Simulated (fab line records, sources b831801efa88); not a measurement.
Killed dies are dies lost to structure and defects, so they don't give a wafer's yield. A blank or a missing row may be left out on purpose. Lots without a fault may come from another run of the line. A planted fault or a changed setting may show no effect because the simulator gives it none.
Chamber matching | flow sky130 | SKY_VIA4_CMP_02 on cmp-01: 4 sister chambers
The step polishes SiO2. 8 wafers are shown with their chamber, then 7 later ones without.

WAFERS WITH THEIR CHAMBER
wafer  | chamber | motor_current_A (A)
L212.2 | 3       | 12.1
L212.4 | 1       | 11.7
L212.6 | 0       | 10.1
L216.1 | 0       | 10.2
L216.5 | 2       | 12.6
L216.6 | 3       | 11.0
L217.1 | 1       | 11.5
L217.3 | 2       | 12.4

WAFERS WITHOUT THEIR CHAMBER
wafer  | motor_current_A (A)
L217.4 | 10.4
L218.1 | 11.2
L218.4 | 11.4
L218.5 | 13.2
L219.1 | 11.2
L219.3 | 12.3
L219.4 | 10.7

WHICH CHAMBER EACH WENT THROUGH
wafer  | from the rows above          | in truth
L217.4 | 0                            | 0
L218.1 | can't be placed: 3 or 1 or 0 | 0
L218.4 | can't be placed: 3 or 1      | 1
L218.5 | 2                            | 2
L219.1 | can't be placed: 3 or 1 or 0 | 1
L219.3 | can't be placed: 2 or 1 or 3 | 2
L219.4 | can't be placed: 0 or 3 or 1 | 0
Placed correctly: 2 of 7. Can't be placed from these rows: 5 (the true chamber is among the candidates in 5). Placed wrongly: 0.
How it was worked out, from the rows above alone: a wafer's distance from a chamber is the root of the sum, over the readings, of the square of ((its reading less the chamber's mean) divided by the reading's scatter). The wafer belongs to the nearest chamber; if the next one is less than 2 further off, it can't be placed. A chamber's mean is the mean of its shown wafers. The scatter: the root of (the sum of the squares of (reading less its chamber's mean) over the shown wafers, divided by (wafers less chambers)).
